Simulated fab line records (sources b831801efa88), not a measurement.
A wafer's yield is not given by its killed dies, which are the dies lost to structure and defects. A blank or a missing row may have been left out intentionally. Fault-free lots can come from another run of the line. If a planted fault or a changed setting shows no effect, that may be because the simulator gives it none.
fab line records	flow sky130
record lots=14	wafers=42	lastDay=52
route steps=708 shown SONOS_ONO@182 RES_PROTECT@206 POLY_GATE@227 PAD_OPEN@708
lots with no fault: from the same line, run without faults
startH: hours from the record's opening day to when the first of the lot's shown wafers began	waitH: how many hours have passed since the lot's step before this one	" as in the row above	L1.1+2: one row covering several wafers at once	- no value, or no start was given	* or withheld: withheld	< > ~ a bound
route shown NAME@n: a module of which the file shows steps, and the number in the route of the first	usual: mean/standard deviation of fault-free wafers	same: alike in all rows	chamber/n: place in a boat	sites: readings site by site	_std_site: the values' standard deviation	_edge_site: outer sites' mean less inner sites'	radiusMm: how far each site lies from the wafer's centre	mask NAME#n: copy n	behind: tool/chamber where the wafer was last shaped	hold: reason for holding the lot/hours on hold/outcome of the hold	device: transistor that didn't switch, given as n, p or np	end of line: at the end of the route, the tests of the same wafers	for a step that has no rows: nothing shown but its recipe	killed: not the wafer's yield, but the dies lost to structure and defects at the first sort	map: per-die view of a wafer (x killed, . not killed, _ where there is no die)
set.NAME: the setting as run; set.NAME@STEP: as run at that earlier step	model.NAME: the simulator's own value behind a step, which no gauge read
a sample of lots followed through the steps of the route, with each step as a table and each wafer as a row
services: a tool's chamber out of use, with start hour (startH, from the record's first day; less than 0 if before it), hours out, and reason
## steps
# step SKY_SONOS_ONO_OVL_MEAS_14
# usual SONOS_ONO_OVL=1.1/1.5
lot.wafer	tool	chamber	startH	waitH	SONOS_ONO_OVL[nm]
L841.1	overlay-01	-	282.06	0.1	-0.2
L841.4	"	-	"	"	0.8
L841.5	"	-	"	"	0.1
L842.2	overlay-01	-	288.73	0.1	1.1
L842.3	"	-	"	"	1.6
L842.4	"	-	"	"	0.9
L844.3	overlay-02	-	319.38	0.1	2.9
L844.4	"	-	"	"	1.4
L844.6	"	-	"	"	-0.2
L845.4	overlay-01	-	324.63	0.1	-1.0
L845.5	"	-	"	"	-2.1
L845.6	"	-	"	"	-1.0
L846.1	overlay-01	-	330.47	0.1	1.4
L846.3	"	-	"	"	0.4
L846.4	"	-	"	"	2.6
L848.1	overlay-01	-	346.31	0.1	0.8
L848.2	"	-	"	"	2.2
L848.6	"	-	"	"	1.8
L852.1	overlay-01	-	381.06	0.1	0.4
L852.3	"	-	"	"	1.0
L852.4	"	-	"	"	2.3
L853.2	overlay-02	-	387.37	0.1	2.0
L853.3	"	-	"	"	2.5
L853.4	"	-	"	"	2.1
L854.4	overlay-02	-	399.33	0.1	-1.3
L854.5	"	-	"	"	-2.9
L854.6	"	-	"	"	-1.8
L856.1	overlay-02	-	413.86	0.1	1.5
L856.4	"	-	"	"	-0.1
L856.6	"	-	"	"	2.5
L859.2	overlay-01	-	451.12	0.1	1.2
L859.4	"	-	"	"	1.6
L859.5	"	-	"	"	0.3
L862.2	overlay-01	-	474.42	0.1	2.1
L862.3	"	-	"	"	-0.9
L862.6	"	-	"	"	1.0
L863.2	overlay-01	-	477.97	0.1	2.2
L863.3	"	-	"	"	1.6
L863.6	"	-	"	"	1.7
L864.1	overlay-02	-	489.56	0.1	0.2
L864.3	"	-	"	"	1.5
L864.6	"	-	"	"	4.7
# step SKY_RES_PROTECT_DEHYDRATE_00
# recipe tempC=200	timeS=60
# usual heaterPowerTotalW=160.38/0.12	plateTempC=200.01/0.17
lot.wafer	tool	chamber	startH	waitH	heaterPowerTotalW	plateTempC
L841.1	lithoTrack-03	0	328.54	13.0	160.29	200.16
L841.4	"	0	"	"	160.58	200.03
L841.5	"	0	"	"	160.23	200.15
L842.2	lithoTrack-02	0	334.97	12.8	160.31	200.12
L842.3	"	0	"	"	160.41	200.14
L842.4	"	0	"	"	160.35	199.96
L844.3	lithoTrack-03	0	366.34	14.2	160.39	199.98
L844.4	"	0	"	"	160.42	200.06
L844.6	"	0	"	"	160.36	200.10
L845.4	lithoTrack-03	0	374.02	14.6	160.38	199.82
L845.5	"	0	"	"	160.29	200.04
L845.6	"	0	"	"	160.42	199.87
L846.1	lithoTrack-04	0	378.79	14.2	160.51	200.15
L846.3	"	0	"	"	160.27	199.94
L846.4	"	0	"	"	160.56	199.93
L848.1	lithoTrack-03	0	396.39	14.3	160.19	200.14
L848.2	"	0	"	"	160.46	199.88
L848.6	"	0	"	"	160.47	199.96
L852.1	lithoTrack-02	0	433.49	15.0	160.26	199.82
L852.3	"	0	"	"	160.57	200.07
L852.4	"	0	"	"	160.39	199.93
L853.2	lithoTrack-04	0	440.37	16.0	160.62	199.84
L853.3	"	0	"	"	160.46	199.80
L853.4	"	0	"	"	160.54	199.79
L854.4	lithoTrack-04	0	451.97	16.1	165.53	204.91
L854.5	"	0	"	"	165.38	205.05
L854.6	"	0	"	"	165.50	204.91
L856.1	lithoTrack-04	0	467.04	15.5	165.23	204.82
L856.4	"	0	"	"	165.19	204.89
L856.6	"	0	"	"	165.21	204.73
L859.2	lithoTrack-03	0	508.62	16.4	160.42	200.01
L859.4	"	0	"	"	160.16	199.88
L859.5	"	0	"	"	160.65	200.03
L862.2	lithoTrack-04	0	528.17	14.9	160.14	199.80
L862.3	"	0	"	"	160.19	199.80
L862.6	"	0	"	"	160.39	199.60
L863.2	lithoTrack-04	0	532.17	15.9	160.48	200.08
L863.3	"	0	"	"	160.40	200.03
L863.6	"	0	"	"	160.27	200.19
L864.1	lithoTrack-04	0	543.79	16.1	160.23	199.58
L864.3	"	0	"	"	160.40	199.66
L864.6	"	0	"	"	160.42	199.89
# step SKY_RES_PROTECT_TW_MEAS_08
# usual POLY_GATE_TW=4017/34
lot.wafer	tool	chamber	startH	waitH	POLY_GATE_TW
L841.1	filmMetro-03	-	343.34	0.1	3974
L841.4	"	-	"	"	3961
L841.5	"	-	"	"	3954
L842.2	filmMetro-02	-	350.20	0.1	4046
L842.3	"	-	"	"	4045
L842.4	"	-	"	"	4052
L844.3	filmMetro-03	-	381.86	0.1	3960
L844.4	"	-	"	"	3963
L844.6	"	-	"	"	3970
L845.4	filmMetro-02	-	389.62	0.1	4017
L845.5	"	-	"	"	4056
L845.6	"	-	"	"	4043
L846.1	filmMetro-04	-	394.64	0.1	4041
L846.3	"	-	"	"	4049
L846.4	"	-	"	"	4049
L848.1	filmMetro-03	-	412.69	0.1	3972
L848.2	"	-	"	"	3968
L848.6	"	-	"	"	3972
L852.1	filmMetro-03	-	450.94	0.1	3986
L852.3	"	-	"	"	3975
L852.4	"	-	"	"	3980
L853.2	filmMetro-04	-	457.10	0.1	4043
L853.3	"	-	"	"	4020
L853.4	"	-	"	"	4017
L854.4	filmMetro-04	-	469.47	0.1	4063
L854.5	"	-	"	"	4044
L854.6	"	-	"	"	4064
L856.1	filmMetro-02	-	484.39	0.1	3994
L856.4	"	-	"	"	4013
L856.6	"	-	"	"	4006
L859.2	filmMetro-02	-	525.21	0.1	4019
L859.4	"	-	"	"	4039
L859.5	"	-	"	"	4059
L862.2	filmMetro-02	-	546.05	0.1	4018
L862.3	"	-	"	"	4040
L862.6	"	-	"	"	4040
L863.2	filmMetro-03	-	549.20	0.1	3982
L863.3	"	-	"	"	3983
L863.6	"	-	"	"	4003
L864.1	filmMetro-03	-	560.19	0.1	3987
L864.3	"	-	"	"	3990
L864.6	"	-	"	"	3971
# step SKY_POLY_GATE_CD_MEAS_13
# recipe targetCdNm=150
# usual cdNm=150.0/1.2
lot.wafer	tool	chamber	startH	waitH	cdNm
L841.1	cdSem-01	-	375.84	-	150.4
L841.4	"	-	"	"	149.8
L841.5	"	-	"	"	151.5
L842.2	cdSem-02	-	381.31	-	151.8
L842.3	"	-	"	"	150.7
L842.4	"	-	"	"	151.1
L844.3	cdSem-01	-	414.58	-	149.1
L844.4	"	-	"	"	149.7
L844.6	"	-	"	"	149.6
L845.4	cdSem-02	-	422.21	-	152.1
L845.5	"	-	"	"	150.8
L845.6	"	-	"	"	151.0
L846.1	cdSem-01	-	427.04	-	150.9
L846.3	"	-	"	"	151.1
L846.4	"	-	"	"	150.3
L848.1	cdSem-01	-	447.04	-	150.1
L848.2	"	-	"	"	149.8
L848.6	"	-	"	"	150.8
L852.1	cdSem-02	-	485.75	-	148.5
L852.3	"	-	"	"	149.7
L852.4	"	-	"	"	151.6
L853.2	cdSem-02	-	491.11	-	148.0
L853.3	"	-	"	"	147.3
L853.4	"	-	"	"	148.9
L854.4	cdSem-02	-	503.36	-	149.1
L854.5	"	-	"	"	150.3
L854.6	"	-	"	"	149.3
L856.1	cdSem-02	-	518.30	-	148.1
L856.4	"	-	"	"	149.6
L856.6	"	-	"	"	148.1
L859.2	cdSem-01	-	560.96	-	150.6
L859.4	"	-	"	"	150.7
L859.5	"	-	"	"	150.8
L862.2	cdSem-02	-	579.81	-	148.7
L862.3	"	-	"	"	149.0
L862.6	"	-	"	"	149.1
L863.2	cdSem-02	-	583.36	-	151.8
L863.3	"	-	"	"	152.2
L863.6	"	-	"	"	150.7
L864.1	cdSem-02	-	594.19	-	147.6
L864.3	"	-	"	"	148.3
L864.6	"	-	"	"	148.7
# step SKY_PAD_OPEN_PROBE_99
# usual killed_at_M0_to_M3=44/7.1	killed_at_M4_up=3.3/1.9	killedAtContacts=24/5.3	killedAtFrontEnd=15/4.5	killedAtOther=0.3/0.55	killedDies=86/9.5	killedOpen=46/7.3	killedShort=39/6.4
# same grossDies=492	killedAtBackSide=0
lot.wafer	tool	chamber	startH	waitH	killed_at_M0_to_M3	killed_at_M4_up	killedAtContacts	killedAtFrontEnd	killedAtOther	killedDies	killedOpen	killedShort
L841.1	prober-02	-	1114.41	0.1	53	3	19	9	0	84	47	37
L841.4	prober-02	-	1114.56	0.2	38	1	16	10	0	65	29	36
L841.5	prober-02	-	1114.61	0.2	36	1	20	8	0	65	20	44
L842.2	prober-01	-	1117.91	0.1	43	0	24	10	1	78	47	30
L842.3	prober-01	-	1117.96	0.2	39	6	16	15	2	78	34	43
L842.4	prober-01	-	1118.01	0.2	40	2	31	14	1	88	49	38
L844.3	prober-01	-	1144.68	0.2	44	3	28	13	0	88	53	35
L844.4	prober-01	-	1144.73	0.2	59	4	24	10	1	98	53	45
L844.6	prober-01	-	1144.83	0.2	53	3	30	10	0	96	44	52
L845.4	prober-02	-	1149.43	0.2	45	4	23	13	0	85	46	39
L845.5	prober-02	-	1149.48	0.2	48	2	22	19	0	91	52	38
L845.6	prober-02	-	1149.53	0.2	48	3	27	7	0	85	45	40
L846.1	prober-01	-	1154.76	0.1	42	5	28	10	0	85	42	42
L846.3	prober-01	-	1154.86	0.2	41	3	20	5	0	69	40	29
L846.4	prober-01	-	1154.91	0.2	34	9	12	10	0	65	42	23
L848.1	prober-01	-	1165.20	0.1	48	3	28	12	0	91	61	30
L848.2	prober-01	-	1165.25	0.1	41	5	23	12	0	81	44	37
L848.6	prober-01	-	1165.45	0.2	46	3	27	8	2	86	47	39
L853.2	prober-01	-	1188.86	0.1	46	4	19	11	1	81	44	36
L853.3	prober-01	-	1188.91	0.2	63	6	24	15	0	108	58	50
L853.4	prober-01	-	1188.96	0.2	50	3	22	13	0	88	51	37
L852.1	prober-02	-	1189.30	0.1	56	1	17	15	0	89	47	41
L852.3	prober-02	-	1189.40	0.2	32	6	23	13	0	74	36	35
L852.4	prober-02	-	1189.45	0.2	51	2	28	15	0	96	56	40
L854.4	prober-01	-	1198.26	0.2	40	3	35	11	0	89	52	36
L854.5	prober-01	-	1198.31	0.2	53	3	25	14	0	95	50	45
L854.6	prober-01	-	1198.36	0.2	38	6	32	14	0	90	49	41
L856.1	prober-01	-	1204.64	0.1	38	2	21	18	0	79	37	42
L856.4	prober-01	-	1204.79	0.2	33	4	21	23	1	82	42	40
L856.6	prober-01	-	1204.89	0.2	41	2	16	12	0	71	38	33
L859.2	prober-01	-	1226.06	0.1	31	4	21	13	0	69	36	33
L859.4	prober-01	-	1226.16	0.2	40	2	38	23	0	103	62	41
L859.5	prober-01	-	1226.21	0.2	36	5	25	14	0	80	45	33
L862.2	prober-01	-	1235.47	0.1	34	3	26	16	0	79	43	36
L862.3	prober-01	-	1235.52	0.2	39	4	38	26	0	107	66	41
L862.6	prober-01	-	1235.67	0.2	36	2	21	24	1	84	58	26
L863.2	prober-01	-	1238.07	0.1	49	2	23	16	1	91	56	34
L863.3	prober-01	-	1238.12	0.2	53	3	28	10	0	94	50	44
L863.6	prober-01	-	1238.27	0.2	38	1	29	24	0	92	57	35
L864.1	prober-02	-	1240.20	0.1	45	4	21	17	0	87	50	37
L864.3	prober-02	-	1240.30	0.2	51	3	21	13	0	88	39	49
L864.6	prober-02	-	1240.45	0.2	50	7	17	10	0	84	44	40
# killed by level:class
L841.1 CONTACT:geometricParticle:open=10 VIA1:geometricParticle:open=9 VIA3:geometricParticle:open=8 METAL1:geometricParticle:short=8 VIA1:geometricParticle:short=6 METAL2:geometricParticle:short=6 FIELD_ISO:geometricParticle:open=5 LI_CONTACT:geometricParticle:open=5
L841.4 VIA1:geometricParticle:open=7 CONTACT:geometricParticle:short=7 VIA3:geometricParticle:open=7 CONTACT:geometricParticle:open=5 METAL1:geometricParticle:short=5 VIA1:geometricParticle:short=5 METAL2:geometricParticle:short=5 POLY_GATE:geometricParticle:short=4
L841.5 METAL2:geometricParticle:short=10 CONTACT:geometricParticle:short=6 LI_CONTACT:geometricParticle:open=5 VIA1:geometricParticle:short=5 CONTACT:geometricParticle:open=4 METAL1:geometricParticle:short=4 VIA2:geometricParticle:short=4 VIA3:geometricParticle:short=4
L842.2 VIA1:geometricParticle:open=12 CONTACT:geometricParticle:open=10 LI_CONTACT:geometricParticle:open=7 VIA2:geometricParticle:open=6 FIELD_ISO:geometricParticle:short=5 VIA3:geometricParticle:open=5 LOCAL_INTERCONNECT:geometricParticle:short=4 VIA1:geometricParticle:short=4
L842.3 VIA1:geometricParticle:open=7 VIA1:geometricParticle:short=6 LI_CONTACT:geometricParticle:open=5 METAL1:geometricParticle:short=5 VIA3:geometricParticle:open=5 FIELD_ISO:geometricParticle:short=4 FIELD_ISO:geometricParticle:open=4 CONTACT:geometricParticle:open=4
L842.4 LI_CONTACT:geometricParticle:open=11 VIA1:geometricParticle:open=11 CONTACT:geometricParticle:open=10 METAL2:geometricParticle:short=7 METAL1:geometricParticle:short=5 LOCAL_INTERCONNECT:geometricParticle:short=4 VIA3:geometricParticle:open=4 VIA3:geometricParticle:short=4
L844.3 VIA1:geometricParticle:open=13 CONTACT:geometricParticle:open=10 VIA3:geometricParticle:open=8 CONTACT:geometricParticle:short=6 POLY_GATE:geometricParticle:open=5 LOCAL_INTERCONNECT:geometricParticle:short=5 VIA2:geometricParticle:open=5 POLY_GATE:geometricParticle:short=4
L844.4 VIA1:geometricParticle:open=12 CONTACT:geometricParticle:open=12 METAL1:geometricParticle:short=10 VIA2:geometricParticle:open=10 METAL2:geometricParticle:short=8 VIA3:geometricParticle:open=7 LI_CONTACT:geometricParticle:open=4 POLY_GATE:geometricParticle:short=3
L844.6 VIA1:geometricParticle:open=13 METAL1:geometricParticle:short=10 VIA1:geometricParticle:short=9 LI_CONTACT:geometricParticle:open=8 LOCAL_INTERCONNECT:geometricParticle:short=8 CONTACT:geometricParticle:open=8 VIA3:geometricParticle:open=6 POLY_GATE:geometricParticle:short=5
L845.4 VIA1:geometricParticle:open=9 CONTACT:geometricParticle:open=8 VIA1:geometricParticle:short=7 FIELD_ISO:geometricParticle:open=6 METAL2:geometricParticle:short=5 VIA2:geometricParticle:open=5 VIA3:geometricParticle:open=5 METAL1:geometricParticle:short=4
L845.5 VIA1:geometricParticle:open=14 LI_CONTACT:geometricParticle:open=7 VIA2:geometricParticle:open=7 VIA3:geometricParticle:open=7 CONTACT:geometricParticle:open=6 POLY_GATE:geometricParticle:short=5 VIA1:geometricParticle:short=5 METAL2:geometricParticle:short=5
L845.6 CONTACT:geometricParticle:open=9 VIA3:geometricParticle:open=8 LI_CONTACT:geometricParticle:open=7 VIA1:geometricParticle:open=7 CONTACT:geometricParticle:short=6 METAL1:geometricParticle:short=6 VIA2:geometricParticle:open=5 METAL3:geometricParticle:short=5
L846.1 VIA1:geometricParticle:open=14 CONTACT:geometricParticle:open=10 CONTACT:geometricParticle:short=7 LOCAL_INTERCONNECT:geometricParticle:short=6 VIA1:geometricParticle:short=5 VIA2:geometricParticle:short=5 LI_CONTACT:geometricParticle:open=4 VIA2:geometricParticle:open=4
L846.3 VIA1:geometricParticle:open=12 CONTACT:geometricParticle:open=9 VIA3:geometricParticle:open=8 VIA1:geometricParticle:short=7 VIA2:geometricParticle:open=4 METAL3:geometricParticle:short=3 LI_CONTACT:geometricParticle:short=3 LI_CONTACT:geometricParticle:open=3
L846.4 VIA1:geometricParticle:open=16 CONTACT:geometricParticle:open=6 VIA2:geometricParticle:open=6 METAL4:geometricParticle:short=6 POLY_GATE:geometricParticle:open=4 FIELD_ISO:geometricParticle:short=3 CONTACT:geometricParticle:short=3 VIA3:geometricParticle:open=3
L848.1 LI_CONTACT:geometricParticle:open=13 VIA1:geometricParticle:open=10 VIA2:geometricParticle:open=8 METAL2:geometricParticle:short=8 POLY_GATE:geometricParticle:open=6 CONTACT:geometricParticle:open=6 VIA3:geometricParticle:open=6 LI_CONTACT:geometricParticle:short=5
L848.2 VIA1:geometricParticle:open=10 LI_CONTACT:geometricParticle:open=8 CONTACT:geometricParticle:open=7 METAL2:geometricParticle:short=6 VIA2:geometricParticle:short=6 VIA3:geometricParticle:open=5 METAL4:geometricParticle:short=5 METAL1:geometricParticle:short=4
L848.6 VIA1:geometricParticle:open=13 CONTACT:geometricParticle:open=11 VIA1:geometricParticle:short=8 VIA3:geometricParticle:open=7 VIA3:geometricParticle:short=6 LOCAL_INTERCONNECT:geometricParticle:short=5 VIA2:geometricParticle:open=5 LI_CONTACT:geometricParticle:short=4
L853.2 CONTACT:geometricParticle:open=8 VIA1:geometricParticle:open=8 VIA2:geometricParticle:open=8 METAL1:geometricParticle:short=7 VIA1:geometricParticle:short=5 METAL2:geometricParticle:open=4 METAL4:geometricParticle:short=4 FIELD_ISO:geometricParticle:open=3
L853.3 VIA1:geometricParticle:open=13 VIA3:geometricParticle:open=9 VIA1:geometricParticle:short=8 METAL1:geometricParticle:short=8 CONTACT:geometricParticle:open=7 VIA2:geometricParticle:open=7 VIA3:geometricParticle:short=6 FIELD_ISO:geometricParticle:open=5
L853.4 VIA1:geometricParticle:open=13 LI_CONTACT:geometricParticle:open=11 VIA3:geometricParticle:open=8 VIA2:geometricParticle:open=7 LOCAL_INTERCONNECT:geometricParticle:short=6 METAL2:geometricParticle:short=6 POLY_GATE:geometricParticle:open=4 METAL1:geometricParticle:short=4
L852.1 VIA1:geometricParticle:short=13 VIA1:geometricParticle:open=10 CONTACT:geometricParticle:open=7 VIA3:geometricParticle:open=7 METAL1:geometricParticle:short=6 POLY_GATE:geometricParticle:open=5 VIA2:geometricParticle:open=5 VIA3:geometricParticle:short=5
L852.3 VIA1:geometricParticle:open=8 LI_CONTACT:geometricParticle:open=6 VIA3:geometricParticle:open=6 CONTACT:geometricParticle:short=5 CONTACT:geometricParticle:open=5 POLY_GATE:geometricParticle:short=4 LI_CONTACT:geometricParticle:short=4 LOCAL_INTERCONNECT:geometricParticle:short=3
L852.4 VIA1:geometricParticle:open=15 CONTACT:geometricParticle:open=11 VIA2:geometricParticle:open=9 METAL2:geometricParticle:short=8 LI_CONTACT:geometricParticle:open=7 VIA1:geometricParticle:short=6 METAL1:geometricParticle:short=5 FIELD_ISO:geometricParticle:open=4
L854.4 CONTACT:geometricParticle:open=16 LI_CONTACT:geometricParticle:open=10 VIA1:geometricParticle:short=9 VIA1:geometricParticle:open=8 VIA3:geometricParticle:open=8 FIELD_ISO:geometricParticle:short=4 LOCAL_INTERCONNECT:geometricParticle:short=4 CONTACT:geometricParticle:short=4
L854.5 VIA1:geometricParticle:open=15 METAL2:geometricParticle:short=9 CONTACT:geometricParticle:open=7 LI_CONTACT:geometricParticle:open=6 CONTACT:geometricParticle:short=6 VIA1:geometricParticle:short=6 VIA2:geometricParticle:open=6 METAL1:geometricParticle:short=5
L854.6 LI_CONTACT:geometricParticle:open=13 CONTACT:geometricParticle:open=10 VIA1:geometricParticle:open=10 METAL2:geometricParticle:short=7 VIA1:geometricParticle:short=5 METAL4:geometricParticle:short=5 VIA2:geometricParticle:open=5 FIELD_ISO:geometricParticle:short=4
L856.1 FIELD_ISO:geometricParticle:short=8 CONTACT:geometricParticle:open=8 VIA1:geometricParticle:open=8 METAL1:geometricParticle:short=6 VIA3:geometricParticle:open=6 LI_CONTACT:geometricParticle:open=4 CONTACT:geometricParticle:short=4 VIA1:geometricParticle:short=4
L856.4 VIA1:geometricParticle:open=13 FIELD_ISO:geometricParticle:open=6 CONTACT:geometricParticle:short=6 CONTACT:geometricParticle:open=6 VIA3:geometricParticle:open=6 FIELD_ISO:geometricParticle:short=5 LOCAL_INTERCONNECT:geometricParticle:short=5 POLY_GATE:geometricParticle:short=4
L856.6 VIA1:geometricParticle:open=10 FIELD_ISO:geometricParticle:open=6 LI_CONTACT:geometricParticle:open=6 METAL2:geometricParticle:short=6 VIA2:geometricParticle:open=5 CONTACT:geometricParticle:open=4 METAL1:geometricParticle:short=4 FIELD_ISO:geometricParticle:short=3
L859.2 VIA1:geometricParticle:open=9 LI_CONTACT:geometricParticle:open=8 LOCAL_INTERCONNECT:geometricParticle:short=6 VIA3:geometricParticle:open=4 FIELD_ISO:geometricParticle:open=4 METAL2:geometricParticle:short=4 VIA1:geometricParticle:short=3 METAL3:geometricParticle:short=3
L859.4 CONTACT:geometricParticle:open=20 VIA3:geometricParticle:open=10 METAL2:geometricParticle:short=8 POLY_GATE:geometricParticle:short=7 POLY_GATE:geometricParticle:open=7 CONTACT:geometricParticle:short=6 LI_CONTACT:geometricParticle:open=6 VIA1:geometricParticle:short=5
L859.5 CONTACT:geometricParticle:open=9 VIA1:geometricParticle:open=9 LI_CONTACT:geometricParticle:open=8 VIA2:geometricParticle:open=6 METAL4:geometricParticle:short=5 POLY_GATE:geometricParticle:short=4 LI_CONTACT:geometricParticle:short=4 METAL2:geometricParticle:short=4
L862.2 CONTACT:geometricParticle:open=9 VIA2:geometricParticle:open=7 POLY_GATE:geometricParticle:open=7 METAL1:geometricParticle:short=6 LI_CONTACT:geometricParticle:open=6 CONTACT:geometricParticle:short=5 POLY_GATE:geometricParticle:short=4 VIA1:geometricParticle:open=4
L862.3 CONTACT:geometricParticle:open=14 VIA1:geometricParticle:open=13 LI_CONTACT:geometricParticle:open=9 VIA2:geometricParticle:open=8 CONTACT:geometricParticle:short=7 FIELD_ISO:geometricParticle:open=6 POLY_GATE:geometricParticle:short=6 VIA3:geometricParticle:open=6
L862.6 LI_CONTACT:geometricParticle:open=12 VIA2:geometricParticle:open=10 FIELD_ISO:geometricParticle:open=8 POLY_GATE:geometricParticle:open=8 CONTACT:geometricParticle:open=6 VIA1:geometricParticle:short=6 VIA1:geometricParticle:open=4 METAL2:geometricParticle:short=4
L863.2 VIA1:geometricParticle:open=11 VIA2:geometricParticle:open=10 CONTACT:geometricParticle:open=8 LOCAL_INTERCONNECT:geometricParticle:short=6 VIA3:geometricParticle:open=6 LI_CONTACT:geometricParticle:open=5 METAL1:geometricParticle:short=4 VIA1:geometricParticle:short=4
L863.3 VIA1:geometricParticle:open=15 CONTACT:geometricParticle:open=11 LI_CONTACT:geometricParticle:open=6 CONTACT:geometricParticle:short=6 METAL1:geometricParticle:short=6 METAL3:geometricParticle:short=5 VIA1:geometricParticle:short=5 METAL2:geometricParticle:short=5
L863.6 CONTACT:geometricParticle:open=12 VIA2:geometricParticle:open=11 LI_CONTACT:geometricParticle:open=10 VIA1:geometricParticle:open=8 FIELD_ISO:geometricParticle:short=6 FIELD_ISO:geometricParticle:open=6 METAL2:geometricParticle:short=6 POLY_GATE:geometricParticle:short=4
L864.1 LI_CONTACT:geometricParticle:open=9 METAL1:geometricParticle:short=8 VIA3:geometricParticle:open=8 VIA1:geometricParticle:open=7 CONTACT:geometricParticle:open=6 VIA2:geometricParticle:open=6 FIELD_ISO:geometricParticle:short=4 POLY_GATE:geometricParticle:open=4
L864.3 VIA1:geometricParticle:short=9 METAL1:geometricParticle:short=8 CONTACT:geometricParticle:open=7 POLY_GATE:geometricParticle:open=6 LI_CONTACT:geometricParticle:open=6 VIA3:geometricParticle:open=5 VIA2:geometricParticle:open=5 VIA1:geometricParticle:open=5
L864.6 VIA1:geometricParticle:open=13 METAL2:geometricParticle:short=9 LI_CONTACT:geometricParticle:open=7 VIA2:geometricParticle:open=6 METAL4:geometricParticle:short=5 VIA1:geometricParticle:short=4 CONTACT:geometricParticle:open=4 VIA3:geometricParticle:short=4
## services
tool	chamber	startH	hours	kind
lithoTrack-03	-	360.90	-	consumableReplace:filter
lithoTrack-02	-	464.00	-	consumableReplace:filter
## key
firstSign step=SKY_RES_PROTECT_DEHYDRATE_00	reading=heaterPowerTotalW	direction=up	sigmas=42	usual=*	struck=*
effect step=SKY_RES_PROTECT_DEHYDRATE_00	reading=plateTempC	direction=up	sigmas=29	usual=*	struck=*
metAt SKY_RES_PROTECT_DEHYDRATE_00
struckLots L854,L856
testerLeftOut L854,L856
notActingAt SKY_SONOS_ONO_OVL_MEAS_14,SKY_RES_PROTECT_TW_MEAS_08,SKY_POLY_GATE_CD_MEAS_13
onsetBetween 440.37 451.97
fault kind=processParameterDrift	tool=lithoTrack-04	chamber=-	onsetH=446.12	steps=SKY_RES_PROTECT_DEHYDRATE_00	channel=tempC	offset=*	shape=step	endH=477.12	actsIn=*	stated=*
# testerLeftOut: of these lots the tester's yield and bins aren't shown, on N5 and GAA mostly nor the transistor test; their killed dies are dies lost to structure and defects alone, not to doping, threshold or leakage, so they don't give the yield
